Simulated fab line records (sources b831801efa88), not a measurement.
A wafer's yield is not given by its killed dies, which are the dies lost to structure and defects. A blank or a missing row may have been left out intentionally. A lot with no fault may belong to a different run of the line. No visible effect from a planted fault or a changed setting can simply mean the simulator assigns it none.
Which of the tools did it? -- flow gf180mcu -- Sampling: 7 lots, 21 wafers, 2 of 602 route steps

== WHAT THE GAUGES SHOWED, per wafer ==
GF_CONTACT_THK_MEAS_03.
lot,measured,on,CONTACT_CVD_02_THK (nm)
L495,day 15 19:18,film-metro-03,850 856 868
L499,day 17 13:07,film-metro-04,849 869 864
L504,day 19 06:55,film-metro-01,839 867 870
L510,day 21 06:29,film-metro-04,853 881 876
L512,day 22 02:52,film-metro-03,866 858 875
L514,day 22 17:01,film-metro-04,855 854 874
L516,day 23 10:19,film-metro-04,852 847 862

== WHICH TOOL RAN EACH LOT (tool, then ch and the chambers of the sampled wafers, then the start) ==
lot,GF_SALICIDE_RTA_06
L495,"rtp-anneal-01 ch 0, day 15 18:50"
L499,"rtp-anneal-01 ch 0, day 17 12:39"
L504,"rtp-anneal-01 ch 0, day 19 06:27"
L510,"rtp-anneal-01 ch 0, day 21 06:01"
L512,"rtp-anneal-01 ch 0, day 22 02:23"
L514,"rtp-anneal-02 ch 0, day 22 16:33"
L516,"rtp-anneal-02 ch 0, day 23 09:50"
- GF_SALICIDE_RTA_06: time 30 s.

== THE ANSWER, worked out from the rows above alone ==
Rule: what is usual is taken from the lots themselves. Put in order of their means at a reading, lots are off if they are a third of the lots or fewer, leave a main group of 4 or more, and stand apart from it by a gap of 3 or more times the standard deviation of the main group's means; of several such gaps the widest counts. If all means in a main group match to the digits the tables above print for the reading, that group is not used. A lot without any number at a reading at which 4 lots or more have one is off too. The other lots that the step has rows for count as sound.
No lot is off at any reading shown: from this, nothing can be told.

== WHAT HAD BEEN PUT IN BY THE SIMULATOR ==
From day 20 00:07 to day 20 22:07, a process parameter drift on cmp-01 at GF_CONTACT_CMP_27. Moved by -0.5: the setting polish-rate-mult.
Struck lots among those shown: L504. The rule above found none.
